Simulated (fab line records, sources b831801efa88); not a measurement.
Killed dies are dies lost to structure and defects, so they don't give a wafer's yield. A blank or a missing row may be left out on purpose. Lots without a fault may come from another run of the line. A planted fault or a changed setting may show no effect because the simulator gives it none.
A struck lot beside a sound one | flow sky130 | 17 steps out of a route of 708
Sound: wafers L488.1, L488.2, L488.5. Struck: wafers L486.1, L486.2, L486.3. The cause comes at the end.
At each step with rows: each side's tool, then ch and its chambers, then its first start. Under that, the readings that differ: sound wafers | struck wafers | difference of the means | sigmas: that difference in standard deviations of wafers without a fault.
alike: readings whose means differ by less than 2 such deviations, and words and numbers that are the same on both sides. not compared: withheld readings, readings that some wafer has no value for, bounds like >300 that may hide the same value, and numbers for which the record gives no deviation and whose values overlap.
The two part at a step that has a row with sigmas, a row that says differs or no value, or rows on one side only. Numbers that don't overlap but have no deviation are shown without sigmas and don't part them. A reading that every wafer of one side lacks parts them only if that side has two wafers or more.

first, 1 step without rows for these wafers: SKY_VT_ADJUST_LVTN_IMPLANT_19.
SKY_VT_ADJUST_LVTN_STRIP_20: strips in O2/N2.
  sound on plasma_asher-02 ch 0,1, day 13 13:40; struck on plasma_asher-01 ch 0,1, day 12 02:49
  alike: drypump_motor_current_A, oes_product_au, strip_time_to_endpoint_s
  not compared: rf_hours_counter_h
SKY_VT_ADJUST_LVTN_TW_MEAS_21:
  sound on film_metro-02, day 13 13:46; struck on film_metro-04, day 12 02:55
  reading             | sound             | struck            | difference | sigmas
  VT_ADJUST_LVTN_2_TW | 187.9 187.0 187.2 | 189.8 190.3 189.9 | +2.6       | +2
then, 7 steps without rows for these wafers: SKY_VT_ADJUST_NCORE_DEHYDRATE_00 (time 60 s); SKY_VT_ADJUST_NCORE_HMDS_01 (prime time 60 s); SKY_VT_ADJUST_NCORE_COAT_02 (resist thk 1140 nm); SKY_VT_ADJUST_NCORE_SOFTBAKE_03 (time 60 s); SKY_VT_ADJUST_NCORE_EXPOSE_04 (exposes mask LVTN COMPLEMENT THIN, target cd 380 nm); SKY_VT_ADJUST_NCORE_PEB_05; SKY_VT_ADJUST_NCORE_DEVELOP_06 (develop time 60 s).
SKY_VT_ADJUST_NCORE_CD_MEAS_07: target cd 380 nm.
  sound on cd_sem-02, day 14 16:06; struck on cd_sem-01, day 13 03:39
  alike: cd_nm
SKY_VT_ADJUST_NCORE_OVL_MEAS_08:
  sound on overlay-01, day 14 16:13; struck on overlay-01, day 13 03:46
  alike: VT_ADJUST_NCORE_OVL
SKY_VT_ADJUST_NCORE_IMPLANT_09:
  sound on implanter-03 ch 0, day 14 16:15; struck on implanter-01 ch 0, day 13 03:48
  reading            | sound                           | struck                           | difference  | sigmas
  dose_ions_cm2      | 2.3994e+12 2.4007e+12 2.398e+12 | 2.0733e+12 2.0774e+12 2.0761e+12 | -3.2377e+11 | -99 or more
  faraday_current_uA | 13.20 13.88 13.39               | 11.71 11.62 11.50                | -1.88       | -6
SKY_VT_ADJUST_NCORE_STRIP_10: strips in O2/N2.
  sound on plasma_asher-04 ch 0,1, day 14 16:24; struck on plasma_asher-02 ch 0,1, day 13 03:57
  reading                      | sound             | struck            | difference | sigmas
  strip_time_to_endpoint_s (s) | 14.12 14.07 14.09 | 14.20 14.18 14.15 | +0.08      | +2
  alike: drypump_motor_current_A, oes_product_au
  not compared: rf_hours_counter_h
SKY_VT_ADJUST_NCORE_TW_MEAS_11:
  sound on film_metro-01, day 14 16:30; struck on film_metro-03, day 13 04:03
  reading            | sound             | struck            | difference | sigmas
  VT_ADJUST_NCORE_TW | 221.3 222.6 223.3 | 212.2 212.1 214.3 | -9.5       | -10
then, 1 step without rows for these wafers: SKY_VT_ADJUST_HVTR_DEHYDRATE_00 (time 60 s).
-- the record jumps here: 36 days lie between the struck wafers' starts before and after (it left off in module VT_ADJUST_HVTR and takes up again in module PAD_OPEN, whose first step shown is number 708 of the route) --
SKY_PAD_OPEN_PROBE_99:
  sound on prober-01, day 50 08:06; struck on prober-01, day 49 10:53
  reading                                    | sound                         | struck                       | difference | sigmas
  model.etest.nfet_16v.r_on_ohm_um           | 1.374e+04 1.414e+04 1.386e+04 | 1.353e+04 1.36e+04 1.354e+04 | -3.567e+02 |
  model.etest.res_pwell_under_gate.rs_ohm_sq | 2316 2308 2298                | 2348 2327 2348               | +34        |
  model.etest.nfet_g5v0d10v5.r_on_ohm_um     | 1890 1900 1890                | 1809 1834 1834               | -68        |
  model.etest.nfet_g5v0d10v5.drive_ua_um     | 616.9 608.4 607.1             | 631.1 629.4 629.9            | +19.3      |
  model.etest.nfet_16v.drive_ua_um           | 228.3 220.7 226.3             | 232.9 233.2 235.4            | +8.7       |
  alike: killed_at_M0_to_M3, killed_at_M4_up, killed_at_contacts, killed_at_front_end, killed_at_other, killed_dies, killed_open, killed_short
  not compared: model.etest.pfet_g5v0d10v5.r_on_ohm_um, model.etest.pfet_g5v0d10v5.drive_ua_um, model.etest.pfet_16v.drive_ua_um

WHERE THEY PART
First at SKY_VT_ADJUST_LVTN_TW_MEAS_21; last, within this record, at SKY_VT_ADJUST_NCORE_TW_MEAS_11. Later steps at which nothing parts them and some readings are alike: SKY_PAD_OPEN_PROBE_99.

WHY: what the simulator had put in
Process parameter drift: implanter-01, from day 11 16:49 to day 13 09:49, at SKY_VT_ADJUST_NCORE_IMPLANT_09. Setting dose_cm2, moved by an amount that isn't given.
